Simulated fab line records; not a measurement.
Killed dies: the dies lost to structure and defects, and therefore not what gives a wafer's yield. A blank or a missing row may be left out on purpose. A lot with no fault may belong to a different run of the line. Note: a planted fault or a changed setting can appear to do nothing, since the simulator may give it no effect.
Struck lot and sound lot, side by side -- flow sky130 -- 17 steps out of a route of 708
Sound: the wafers L378.1, L378.2, L378.5. Struck: wafer L386.5. The cause is named last.
Order at every step that has rows: each side's tool, ch and its chambers, its first start. Under that, the readings that differ: sound wafers -- struck wafers -- difference of the means -- sigmas: that difference in standard deviations of wafers without a fault.
alike: same words and numbers on both sides, and readings whose means sit less than 2 such deviations apart. not compared: any withheld reading, any reading some wafer has no value for, any bound like >300 that may hide the same value, and any number with overlapping values for which the record gives no deviation.
The two part at a step that has a row with sigmas, a row that says differs or no value, or rows on one side only. Numbers that have no deviation but don't overlap get no sigmas and don't part them. A reading missing from all wafers of one side parts the sides only when that side holds two or more wafers.

first, 1 step without rows for these wafers: SKY_VT_ADJUST_PCH_IMPLANT_08.
SKY_VT_ADJUST_PCH_STRIP_09: strips in O2/N2.
  sound on plasma asher-03 ch 0,1, day 12 06:49; struck on plasma asher-03 ch 0, day 14 09:56
reading,sound,struck,difference,sigmas
oes product au (a.u.),0.731 0.718 0.718,0.732,+0.010,+2
  alike: drypump motor current A, strip time to endpoint s
  not compared: rf hours counter h
SKY_VT_ADJUST_PCH_TW_MEAS_10:
  struck on film metro-03, day 14 10:00; sound on film metro-04, day 12 06:55
  alike: VT_ADJUST_PCH_TW
then, 7 steps without rows for these wafers: SKY_SONOS_TUNNEL_DEHYDRATE_00 (time 60 s); SKY_SONOS_TUNNEL_HMDS_01 (prime time 60 s); SKY_SONOS_TUNNEL_COAT_02 (resist thk 1140 nm); SKY_SONOS_TUNNEL_SOFTBAKE_03 (time 60 s); SKY_SONOS_TUNNEL_EXPOSE_04 (exposes mask TUNM, target cd 410 nm); SKY_SONOS_TUNNEL_PEB_05; SKY_SONOS_TUNNEL_DEVELOP_06 (develop time 60 s).
SKY_SONOS_TUNNEL_CD_MEAS_07 targets a cd of 410 nm.
  struck on cd sem-01, day 15 11:49; sound on cd sem-02, day 13 06:41
  alike: cd nm
SKY_SONOS_TUNNEL_OVL_MEAS_08:
  struck on overlay-01, day 15 11:53; sound on overlay-02, day 13 06:49
  alike: SONOS_TUNNEL_OVL
SKY_SONOS_TUNNEL_IMPLANT_09:
  sound on implanter-01 ch 0, day 13 06:50; struck on implanter-04 ch 0, day 15 11:59
  alike: beam energy keV
then, 2 steps without rows for these wafers: SKY_SONOS_TUNNEL_WET_ETCH_10 (etches SiO2 in dHF, target depth 14 nm, time 280 s); SKY_SONOS_TUNNEL_STRIP_11 (strips in SPM, time 600 s).
SKY_SONOS_TUNNEL_TW_MEAS_12:
  struck on film metro-03, day 15 12:40; sound on film metro-01, day 13 07:15
reading,sound,struck,difference,sigmas
SONOS_TUNNEL_TW,199.1 199.7 199.5,195.5,-3.9,-5
  not compared: hold
-- a jump in the record: the struck wafers' starts before and after are 33 days apart (it breaks off in module SONOS_TUNNEL and resumes in module PAD_OPEN, where the first step shown is number 708 of the route) --
SKY_PAD_OPEN_PROBE_99:
  struck on prober-02, day 48 15:46; sound on prober-02, day 47 05:42
reading,sound,struck,difference,sigmas
killed_at_M4_up,3 3 1,6,+4,+2
model.etest.tip sonos.rs ohm sq range,58.93 37.02 31.95,118.7,+76.1,
  alike: killed_at_M0_to_M3, killed at contacts, killed at front end, killed at other, killed dies, killed open, killed short

== WHERE THEY PART ==
Earliest at SKY_VT_ADJUST_PCH_STRIP_09; latest, in this record, at SKY_PAD_OPEN_PROBE_99.

WHY: what had been put in by the simulator
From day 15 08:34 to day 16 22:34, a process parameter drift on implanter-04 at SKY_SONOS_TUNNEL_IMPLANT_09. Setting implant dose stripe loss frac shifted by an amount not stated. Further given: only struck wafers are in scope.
